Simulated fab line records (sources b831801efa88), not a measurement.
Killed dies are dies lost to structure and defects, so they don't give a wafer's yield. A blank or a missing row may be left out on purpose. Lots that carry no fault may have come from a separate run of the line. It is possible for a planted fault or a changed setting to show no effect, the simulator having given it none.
Matching of chambers ; flow sky130 ; SKY_METAL3_ETCH_17 on rie_diel-03 has 4 sister chambers
The step etches SiO2 in C4F8/O2/Ar, stops on TiN, time 3.9 s, target depth 15 nm. 8 wafers are shown with their chamber, then 10 later ones without.

== WAFERS PAIRED WITH THEIR CHAMBERS ==
wafer;chamber;oes_product_au (a.u.)
L087.5;3;0.771
L088.1;2;0.750
L088.2;0;0.760
L088.4;3;0.765
L088.5;1;0.759
L088.6;0;0.762
L092.1;1;0.748
L092.3;2;0.748

== WAFERS WITH NO CHAMBER GIVEN ==
wafer;oes_product_au (a.u.)
L092.6;0.755
L094.2;0.753
L094.3;0.756
L094.4;0.756
L095.1;0.742
L095.5;0.749
L095.6;0.750
L096.2;0.740
L096.4;0.755
L096.6;0.747

== EACH ONE'S CHAMBER ==
wafer;from the rows above;in truth
L092.6;can't be placed: 1 or 0 or 2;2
L094.2;can't be placed: 1 or 2 or 0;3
L094.3;can't be placed: 1 or 0 or 2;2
L094.4;can't be placed: 1 or 0 or 2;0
L095.1;can't be placed: 2 or 1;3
L095.5;can't be placed: 2 or 1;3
L095.6;can't be placed: 2 or 1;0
L096.2;can't be placed: 2 or 1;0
L096.4;can't be placed: 1 or 0 or 2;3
L096.6;can't be placed: 2 or 1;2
0 of 10 placed correctly. From these rows, 10 cannot be placed; in 4 the true chamber is one of the candidates. Number placed wrongly: 0.
How it was worked out, from the rows above alone: a wafer's distance from a chamber is the root of the sum, over the readings, of the square of ((its reading less the chamber's mean) divided by the reading's scatter). The wafer belongs to the nearest chamber; if the next one is less than 2 further off, it can't be placed. Each chamber's mean is taken over the wafers shown for it. How the scatter is found: for the shown wafers, subtract from each reading the mean of its chamber, square and add these, divide the total by (wafers less chambers), then take the root.
